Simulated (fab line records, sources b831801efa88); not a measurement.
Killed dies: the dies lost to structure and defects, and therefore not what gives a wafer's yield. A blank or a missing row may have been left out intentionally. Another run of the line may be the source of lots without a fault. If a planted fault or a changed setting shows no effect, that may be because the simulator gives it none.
Which tool was responsible? :: flow gf180mcu :: 12 lots, 36 wafers sampled, at 4 steps of a route of 602

## WHAT THE GAUGES SHOWED, per wafer
GF_M2_RS_MEAS_05: uses a four-point probe to measure.
lot: L075
measured: day 18 11:14
on: film metro-04
M2_ALCU_RS (ohm/sq): 0.0692 0.0690 0.0686

lot: L077
measured: day 19 08:01
on: film metro-02
M2_ALCU_RS (ohm/sq): 0.0694 0.0689 0.0689

lot: L079
measured: day 20 05:41
on: film metro-02
M2_ALCU_RS (ohm/sq): 0.0685 0.0684 0.0689

lot: L081
measured: day 21 02:39
on: film metro-04
M2_ALCU_RS (ohm/sq): 0.0690 0.0686 0.0691

lot: L083
measured: day 21 12:31
on: film metro-02
M2_ALCU_RS (ohm/sq): 0.0692 0.0695 0.0699

lot: L085
measured: day 22 12:14
on: film metro-03
M2_ALCU_RS (ohm/sq): 0.0690 0.0692 0.0695

lot: L087
measured: day 22 21:22
on: film metro-03
M2_ALCU_RS (ohm/sq): 0.0696 0.0696 0.0702

lot: L089
measured: day 23 18:17
on: film metro-02
M2_ALCU_RS (ohm/sq): 0.0696 0.0685 0.0688

lot: L091
measured: day 24 09:32
on: film metro-04
M2_ALCU_RS (ohm/sq): 0.0695 0.0696 0.0693

lot: L093
measured: day 24 23:26
on: film metro-02
M2_ALCU_RS (ohm/sq): 0.0686 0.0699 0.0689

lot: L095
measured: day 25 13:11
on: film metro-02
M2_ALCU_RS (ohm/sq): 0.0692 0.0697 0.0688

lot: L097
measured: day 26 13:23
on: film metro-03
M2_ALCU_RS (ohm/sq): 0.0694 0.0690 0.0692

## WHAT TOOL EACH LOT RAN ON (gives the tool, then ch and the chambers of the sampled wafers, and finally the start)
lot: L075
GF_M1_SPUTTER_02: pvd sputter-01, day 16 09:26
GF_M1_SPUTTER_03: pvd sputter-01, day 16 09:28
GF_M1_STRIP_17: plasma asher-03 ch 0,1, day 17 08:38

lot: L077
GF_M1_SPUTTER_02: pvd sputter-01, day 17 05:17
GF_M1_SPUTTER_03: pvd sputter-01, day 17 05:19
GF_M1_STRIP_17: plasma asher-01 ch 0,1, day 18 04:53

lot: L079
GF_M1_SPUTTER_02: pvd sputter-03, day 18 01:47
GF_M1_SPUTTER_03: pvd sputter-03, day 18 01:49
GF_M1_STRIP_17: plasma asher-02 ch 0,1, day 19 02:14

lot: L081
GF_M1_SPUTTER_02: pvd sputter-03, day 18 22:55
GF_M1_SPUTTER_03: pvd sputter-03, day 18 22:57
GF_M1_STRIP_17: plasma asher-01 ch 0,1, day 19 23:44

lot: L083
GF_M1_SPUTTER_02: pvd sputter-02, day 19 08:49
GF_M1_SPUTTER_03: pvd sputter-02, day 19 08:51
GF_M1_STRIP_17: plasma asher-02 ch 0,1, day 20 09:43

lot: L085
GF_M1_SPUTTER_02: pvd sputter-02, day 20 09:47
GF_M1_SPUTTER_03: pvd sputter-02, day 20 09:49
GF_M1_STRIP_17: plasma asher-01 ch 0,1, day 21 10:07

lot: L087
GF_M1_SPUTTER_02: pvd sputter-03, day 20 18:56
GF_M1_SPUTTER_03: pvd sputter-03, day 20 18:58
GF_M1_STRIP_17: plasma asher-01 ch 0,1, day 21 19:05

lot: L089
GF_M1_SPUTTER_02: pvd sputter-02, day 21 16:46
GF_M1_SPUTTER_03: pvd sputter-02, day 21 16:48
GF_M1_STRIP_17: plasma asher-02 ch 0,1, day 22 16:55

lot: L091
GF_M1_SPUTTER_02: pvd sputter-01, day 22 08:52
GF_M1_SPUTTER_03: pvd sputter-01, day 22 08:53
GF_M1_STRIP_17: plasma asher-02 ch 0,1, day 23 08:08

lot: L093
GF_M1_SPUTTER_02: pvd sputter-02, day 23 00:10
GF_M1_SPUTTER_03: pvd sputter-02, day 23 00:12
GF_M1_STRIP_17: plasma asher-03 ch 0,1, day 23 23:01

lot: L095
GF_M1_SPUTTER_02: pvd sputter-03, day 23 14:34
GF_M1_SPUTTER_03: pvd sputter-03, day 23 14:36
GF_M1_STRIP_17: plasma asher-03 ch 0,1, day 24 12:59

lot: L097
GF_M1_SPUTTER_02: pvd sputter-01, day 24 14:55
GF_M1_SPUTTER_03: pvd sputter-01, day 24 14:57
GF_M1_STRIP_17: plasma asher-02 ch 0,1, day 25 13:20
- GF_M1_SPUTTER_02: material AlCu, target thk 450 nm, time 23.9 s.
- GF_M1_SPUTTER_03: material Ti, target thk 10 nm, time 6.7 s.
- GF_M1_STRIP_17: strips in O2/N2.

## THE ANSWER, worked out from the rows above alone
Rule: usual is defined by the lots themselves. Put in order of their means at a reading, lots are off if they are a third of the lots or fewer, leave a main group of 4 or more, and stand apart from it by a gap of 3 or more times the standard deviation of the main group's means; of several such gaps the widest counts. The tables above print the reading to a certain number of digits; a main group whose means all agree to those digits is not used. Also off: a lot with no number at a reading for which 4 or more lots have one. Where the step has rows for the other lots, those lots are counted as sound.
No lot is off at any reading shown: from this, nothing can be told.

## WHAT THE SIMULATOR PUT IN
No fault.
